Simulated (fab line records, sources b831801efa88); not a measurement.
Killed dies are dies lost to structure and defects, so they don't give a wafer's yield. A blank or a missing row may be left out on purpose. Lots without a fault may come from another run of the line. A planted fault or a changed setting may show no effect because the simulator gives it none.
Problem report in the 8D (eight disciplines) form, filled by code | flow gf180mcu | the parts of the form that need people (team, actions taken, sign-off) are left out

1. THE PROBLEM
chamber_o2_ppm at GF_SALICIDE_RTA_06 reads a mean of 301.997 on 6 wafers of 2 lots; wafers without a fault read 2.000 with a standard deviation of 0.023. That is +99 or more standard deviations from the usual mean.
The step: time 30 s.
First seen on wafer L175.2, day 19 16:35, on rtp_anneal-02. The record holds 18 wafers of 6 lots with a number at this step. Rule for "out", or "out of limits": more than 4 standard deviations from the usual mean. The other wafers with a number count as sound.

2. WHAT IT IS AND WHAT IT IS NOT
question                    | is                     | is not
which readings at this step | chamber_o2_ppm         | lamp_power_pct, wafer_temp_C_max
which lots                  | L175, L176             | L167, L174, L183, L184
which wafers of those lots  | all that have a number | -
read on which tools         | rtp_anneal-02          | rtp_anneal-01
when                        | from day 19 16:35      | up to then (6 sound wafers); but 6 sound wafers of L183, L184 came after

3. SUSPECTS, AND WHAT RULES EACH OUT
Counting: a tool at a process step up to the reading stays a suspect if it ran every lot that is out and no sound lot after the first of them.
- rtp_anneal-02 at GF_SALICIDE_RTA_06 (time 30 s): ruled out as a lasting fault. Sound lots L183 ran on it after its first lot that is out, L175 (day 19 16:35).
Left after counting: nothing in the record.

4. THE CAUSE (what the simulator had put in)
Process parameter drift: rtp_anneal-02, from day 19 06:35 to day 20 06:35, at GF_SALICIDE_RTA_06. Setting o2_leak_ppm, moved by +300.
Counting ruled it out, wrongly.

5. THE CHAIN OF EFFECTS, in route order
Each row: a reading whose mean over the struck wafers that have a number lies more than 3 standard deviations from the usual. Only readings for which the record gives a usual standard deviation are gone through. hours: the time from each lot's start at the first step in this table that gives one to its start at this step, as a median over the lots. sigmas: the change in usual standard deviations.
hours | step               | reading        | usual | on struck wafers | change   | sigmas
0     | GF_SALICIDE_RTA_06 | chamber_o2_ppm | 2.000 | 301.997          | +299.997 | +99 or more
The process steps in it:
- GF_SALICIDE_RTA_06: time 30 s.

6. WHAT WOULD HAVE CAUGHT IT SOONER
In this record the first reading out of limits was taken at day 19 16:35, 10 hours after the fault began at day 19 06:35.
